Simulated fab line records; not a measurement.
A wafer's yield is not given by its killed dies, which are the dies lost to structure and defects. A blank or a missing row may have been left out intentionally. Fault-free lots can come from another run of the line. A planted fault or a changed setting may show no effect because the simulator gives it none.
Matching of chambers + flow gf180mcu + GF_V5_CMP_04 on cmp-02: 4 sister chambers
The step polishes SiO2. 8 wafers are shown with their chamber, then 8 later ones without.

== WAFERS, EACH WITH ITS CHAMBER ==
| wafer  | chamber | motor_current_A (A) | retaining_ring_pressure_frac |
|--------|---------|---------------------|------------------------------|
| L270.6 | 1       | 13.9                | 0.998                        |
| L271.2 | 0       | 13.4                | 0.997                        |
| L271.3 | 1       | 13.7                | 1.003                        |
| L273.2 | 2       | 11.0                | 1.000                        |
| L274.1 | 2       | 12.0                | 0.996                        |
| L274.5 | 0       | 12.9                | 1.007                        |
| L274.6 | 3       | 12.7                | 0.991                        |
| L276.1 | 3       | 12.2                | 0.992                        |

== WAFERS MISSING THEIR CHAMBER ==
| wafer  | motor_current_A (A) | retaining_ring_pressure_frac |
|--------|---------------------|------------------------------|
| L276.4 | 13.7                | 1.001                        |
| L276.6 | 13.1                | 0.989                        |
| L283.1 | 11.3                | 1.003                        |
| L283.2 | 12.7                | 1.000                        |
| L283.3 | 13.6                | 0.991                        |
| L290.3 | 12.7                | 1.012                        |
| L290.5 | 13.6                | 1.001                        |
| L290.6 | 13.0                | 1.002                        |

== CHAMBER TAKEN BY EACH ==
| wafer  | from the rows above               | in truth |
|--------|-----------------------------------|----------|
| L276.4 | can't be placed: 1 or 0           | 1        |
| L276.6 | can't be placed: 3 or 0 or 1      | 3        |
| L283.1 | 2                                 | 2        |
| L283.2 | can't be placed: 0 or 3 or 1 or 2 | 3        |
| L283.3 | can't be placed: 1 or 3 or 0      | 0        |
| L290.3 | can't be placed: 0 or 1 or 2      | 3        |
| L290.5 | can't be placed: 1 or 0           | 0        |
| L290.6 | can't be placed: 0 or 1           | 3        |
1 of 8 placed correctly. Unplaceable from these rows: 7, with the true chamber sitting among the candidates in 5. Wrongly placed: 0.
How it was worked out, from the rows above alone: a wafer's distance from a chamber is the root of the sum, over the readings, of the square of ((its reading less the chamber's mean) divided by the reading's scatter). If the next closest chamber is less than 2 further off than the closest, the wafer can't be placed; otherwise it belongs to the closest. Each chamber's mean is taken over the wafers shown for it. The scatter is the square root of a quotient: the sum, over the shown wafers, of each reading's squared deviation from its chamber's mean, divided by wafers minus chambers.
